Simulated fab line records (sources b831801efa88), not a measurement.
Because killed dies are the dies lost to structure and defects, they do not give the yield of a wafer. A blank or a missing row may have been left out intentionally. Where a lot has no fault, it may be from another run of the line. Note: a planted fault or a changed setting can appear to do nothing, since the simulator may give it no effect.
Which of the tools did it? -- flow gf180mcu -- 13 lots with 39 wafers sampled at 4 steps, on a route of 602 steps

WHAT THE GAUGES READ, wafer by wafer
GF_M4_RS_MEAS_05: the measuring method here is four-point-probe.
lot,measured,on,M4_ALCU_RS (ohm/sq)
L668,day 22 11:19,film-metro-01,0.0700 0.0706 0.0698
L669,day 23 01:40,film-metro-02,0.0702 0.0691 0.0698
L670,day 23 10:27,film-metro-02,0.0686 0.0685 0.0677
L671,day 23 19:32,film-metro-01,0.0689 0.0689 0.0691
L672,day 24 02:25,film-metro-01,0.0698 0.0695 0.0695
L676,day 25 08:56,film-metro-02,0.0687 0.0689 0.0678
L687,day 28 22:17,film-metro-03,0.0699 0.0701 0.0702
L689,day 29 06:05,film-metro-02,0.0692 0.0701 0.0695
L690,day 29 17:02,film-metro-02,0.0693 0.0689 0.0700
L691,day 29 21:08,film-metro-03,0.0708 0.0708 0.0704

EACH LOT AND THE TOOL THAT RAN IT (in order: tool; ch and the chambers of the sampled wafers; start)
lot,GF_M3_SPUTTER_04,GF_V3_CMP_26,GF_M4_SPUTTER_01
L668,"pvd-sputter-04, day 20 08:26","cmp-02 ch 2,3, day 22 10:50","pvd-sputter-03, day 22 11:11"
L669,"pvd-sputter-04, day 20 23:46","cmp-01 ch 1,3, day 23 01:07","pvd-sputter-01, day 23 01:31"
L670,"pvd-sputter-04, day 21 08:52","cmp-02 ch 0,1, day 23 09:58","pvd-sputter-01, day 23 10:19"
L671,"pvd-sputter-02, day 21 17:54","cmp-01 ch 0,1,3, day 23 19:05","pvd-sputter-03, day 23 19:23"
L672,"pvd-sputter-03, day 22 01:54","cmp-02 ch 0,1,3, day 24 01:55","pvd-sputter-02, day 24 02:16"
L676,"pvd-sputter-04, day 23 09:17","cmp-02 ch 1,2,3, day 25 08:28","pvd-sputter-01, day 25 08:49"
L681,"pvd-sputter-03, day 25 02:15","cmp-01 ch 0,2,3, day 26 23:46",-
L682,"pvd-sputter-03, day 25 11:30","cmp-02 ch 0,3, day 27 07:37",-
L683,"pvd-sputter-03, day 25 20:28","cmp-01 ch 0,1,2, day 27 16:40",-
L687,"pvd-sputter-03, day 27 04:37","cmp-02 ch 1,2,3, day 28 21:49","pvd-sputter-02, day 28 22:07"
L689,"pvd-sputter-03, day 27 12:55","cmp-01 ch 0,3, day 29 05:32","pvd-sputter-03, day 29 05:56"
L690,"pvd-sputter-04, day 27 22:53","cmp-01 ch 0,1,2, day 29 16:31","pvd-sputter-01, day 29 16:55"
L691,"pvd-sputter-04, day 28 02:40","cmp-02 ch 0,1,2, day 29 20:43","pvd-sputter-02, day 29 20:58"
- GF_M3_SPUTTER_04: material TiN, target thk 50 nm, time 41.7 s.
- GF_V3_CMP_26: polishes, stops on SiO2, t overpolish 15 s, target thk 0 nm.
- GF_M4_SPUTTER_01: material TiN, target thk 30 nm, time 25 s.

AS READ BY THE TOOLS THEMSELVES (means over the sampled wafers that have a number; for cases with no such wafer, the mark the record gives instead)
GF_M3_SPUTTER_04.
lot,tool,throttle-valve-pct (%)
L668,pvd-sputter-04,29.3
L669,pvd-sputter-04,31.4
L670,pvd-sputter-04,31.0
L671,pvd-sputter-02,29.9
L672,pvd-sputter-03,29.8
L676,pvd-sputter-04,29.6
L681,pvd-sputter-03,30.4
L682,pvd-sputter-03,28.9
L683,pvd-sputter-03,29.9
L687,pvd-sputter-03,30.0
L689,pvd-sputter-03,30.3
L690,pvd-sputter-04,31.0
L691,pvd-sputter-04,30.0

GF_V3_CMP_26.
lot,tool,edge-zone-pressure-frac,head-pressure-psi (psi),motor-current-A (A),overpolish-run-s (s),time-to-endpoint-s (s)
L668,cmp-02,0.999,3.505,11.2,14.998,85
L669,cmp-01,1.002,3.494,10.8,14.992,81
L670,cmp-02,1.003,3.501,10.3,14.996,87
L671,cmp-01,0.999,3.505,10.4,14.995,87
L672,cmp-02,1.000,3.504,10.4,15.004,89
L676,cmp-02,1.001,3.501,11.1,14.999,80
L681,cmp-01,-,-,-,-,-
L682,cmp-02,-,-,-,-,-
L683,cmp-01,-,-,-,-,-
L687,cmp-02,1.003,3.501,10.9,14.995,89
L689,cmp-01,1.001,3.511,10.7,14.998,83
L690,cmp-01,0.997,3.500,9.9,14.995,85
L691,cmp-02,1.001,3.513,9.5,14.999,86

GF_M4_SPUTTER_01.
lot,tool,throttle-valve-pct (%)
L668,pvd-sputter-03,29.5
L669,pvd-sputter-01,30.1
L670,pvd-sputter-01,30.3
L671,pvd-sputter-03,30.3
L672,pvd-sputter-02,30.0
L676,pvd-sputter-01,30.2
L687,pvd-sputter-02,30.0
L689,pvd-sputter-03,30.1
L690,pvd-sputter-01,30.8
L691,pvd-sputter-02,29.8

THE ANSWER, worked out from the rows above alone
Rule: the lots themselves supply what counts as usual. The widest of any qualifying gaps counts: lots, ordered by their means at a reading, are off when they make up no more than a third of the lots, leave a main group of 4 or more, and stand apart from it by 3 or more times the standard deviation of that group's means. The tables above print the reading to a certain number of digits; a main group whose means all agree to those digits is not used. A lot without any number at a reading at which 4 lots or more have one is off too. Any other lot the step has rows for is counted as sound. The gauges are gone through in route order, then the tools' own readings, and for those a lot's mean is taken as printed above. At the first step where some lot is off, the reading lying furthest off is the one used; lots without a number count as furthest.
Off at GF_V3_CMP_26 (edge-zone-pressure-frac): L681, L682, L683. Without a number there: L681, L682, L683. The main group: mean 1.001, standard deviation 0.0018.
A tool fits if, at that step or a process step before it, it ran every lot that is off, and no sound lot after the first of them. Of those tried, none fits.

WHAT THE SIMULATOR HAD PUT IN
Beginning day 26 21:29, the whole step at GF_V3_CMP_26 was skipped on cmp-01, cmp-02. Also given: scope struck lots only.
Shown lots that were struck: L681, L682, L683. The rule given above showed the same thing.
